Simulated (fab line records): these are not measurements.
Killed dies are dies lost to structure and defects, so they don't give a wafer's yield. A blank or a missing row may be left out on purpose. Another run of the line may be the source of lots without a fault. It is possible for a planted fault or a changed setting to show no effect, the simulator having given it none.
Matching of chambers | flow gf180mcu | 4 sister chambers for GF_V1_CMP_26 on cmp-01
The step polishes, stops on SiO2, t overpolish 15 s, target thk 0 nm. 4 wafers are shown with their chamber, then 7 later ones without.

## WAFERS WITH THEIR CHAMBER
wafer  | chamber | motorCurrentA (A)
L753.4 | 2       | 10.5
L759.6 | 0       | 11.3
L761.1 | 1       | 11.4
L761.3 | 3       | 10.8

## WAFERS MISSING THEIR CHAMBER
wafer  | motorCurrentA (A)
L761.4 | 10.2
L763.1 | 11.5
L763.5 | 11.1
L763.6 | 10.9
L764.1 | 10.6
L764.3 | 11.9
L764.5 | 10.6

## WHICH CHAMBER EACH ONE RAN IN
wafer  | from the rows above               | in truth
L761.4 | can't be placed: 2 or 3           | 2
L763.1 | can't be placed: 1 or 0           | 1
L763.5 | can't be placed: 0 or 3 or 1 or 2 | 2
L763.6 | can't be placed: 3 or 0 or 2 or 1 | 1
L764.1 | can't be placed: 2 or 3           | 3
L764.3 | can't be placed: 1 or 0           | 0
L764.5 | can't be placed: 2 or 3           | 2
Correctly placed: 0 of 7. From these rows, 7 cannot be placed; in 7 the true chamber is one of the candidates. 0 placed wrongly.
How it was worked out, from the rows above alone: a wafer's distance from a chamber is the root of the sum, over the readings, of the square of ((its reading less the chamber's mean) divided by the reading's scatter). If the next closest chamber is less than 2 further off than the closest, the wafer can't be placed; otherwise it belongs to the closest. The mean given for a chamber averages the wafers shown for that chamber. The scatter: root of mean squared gap, hidden wafer to nearest shown wafer, with one shown wafer a chamber.
